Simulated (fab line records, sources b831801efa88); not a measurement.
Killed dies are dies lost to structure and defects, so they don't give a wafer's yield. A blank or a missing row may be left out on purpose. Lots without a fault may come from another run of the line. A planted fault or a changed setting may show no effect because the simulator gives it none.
Which tool did it? | flow sky130 | 12 lots, 36 wafers sampled, at 2 steps of a route of 708

WHAT THE GAUGES READ, wafer by wafer
SKY_VIA1_THK_MEAS_23: measures by xrf.
lot  | measured     | on            | VIA1_W_THK (nm)
L075 | day 33 22:44 | film_metro-02 | 277 276 275
L077 | day 34 21:01 | film_metro-02 | 270 267 265
L079 | day 36 01:31 | film_metro-04 | 270 271 271
L081 | day 36 03:52 | film_metro-04 | 273 271 271
L083 | day 36 22:19 | film_metro-01 | 277 279 277
L085 | day 37 08:43 | film_metro-04 | 273 273 272
L087 | day 38 02:20 | film_metro-04 | 275 269 268
L089 | day 38 15:26 | film_metro-01 | 276 276 278
L091 | day 39 11:08 | film_metro-01 | 268 266 270
L093 | day 40 06:28 | film_metro-02 | 266 266 267
L094 | day 40 09:25 | film_metro-02 | 265 268 266
L097 | day 40 23:54 | film_metro-01 | 274 272 277

WHICH TOOL RAN EACH LOT (tool, then ch and the chambers of the sampled wafers, then the start)
lot  | SKY_VIA1_ETCH_14
L075 | rie_diel-02 ch 0,1,3, day 33 21:44
L077 | rie_diel-01 ch 0,3, day 34 20:04
L079 | rie_diel-01 ch 0,2,3, day 36 00:34
L081 | rie_diel-04 ch 0,1,2, day 36 02:55
L083 | rie_diel-04 ch 0,1,3, day 36 21:22
L085 | rie_diel-01 ch 0,2,3, day 37 07:46
L087 | rie_diel-04 ch 1,3, day 38 01:22
L089 | rie_diel-02 ch 0,2, day 38 14:26
L091 | rie_diel-01 ch 2,3, day 39 10:08
L093 | rie_diel-02 ch 0,2,3, day 40 05:31
L094 | rie_diel-01 ch 1,2, day 40 08:28
L097 | rie_diel-01 ch 2,3, day 40 22:56
- SKY_VIA1_ETCH_14: etches BARC in N2/H2, stops on SiO2, time 45.9 s, target depth 60 nm.

THE ANSWER, worked out from the rows above alone
Rule: what is usual is taken from the lots themselves. Put in order of their means at a reading, lots are off if they are a third of the lots or fewer, leave a main group of 4 or more, and stand apart from it by a gap of 3 or more times the standard deviation of the main group's means; of several such gaps the widest counts. A main group whose means are all the same, to the digits that the tables above print for the reading, isn't used. A lot without any number at a reading at which 4 lots or more have one is off too. The other lots that the step has rows for count as sound.
No lot is off at any reading shown: from this, nothing can be told.

WHAT THE SIMULATOR HAD PUT IN
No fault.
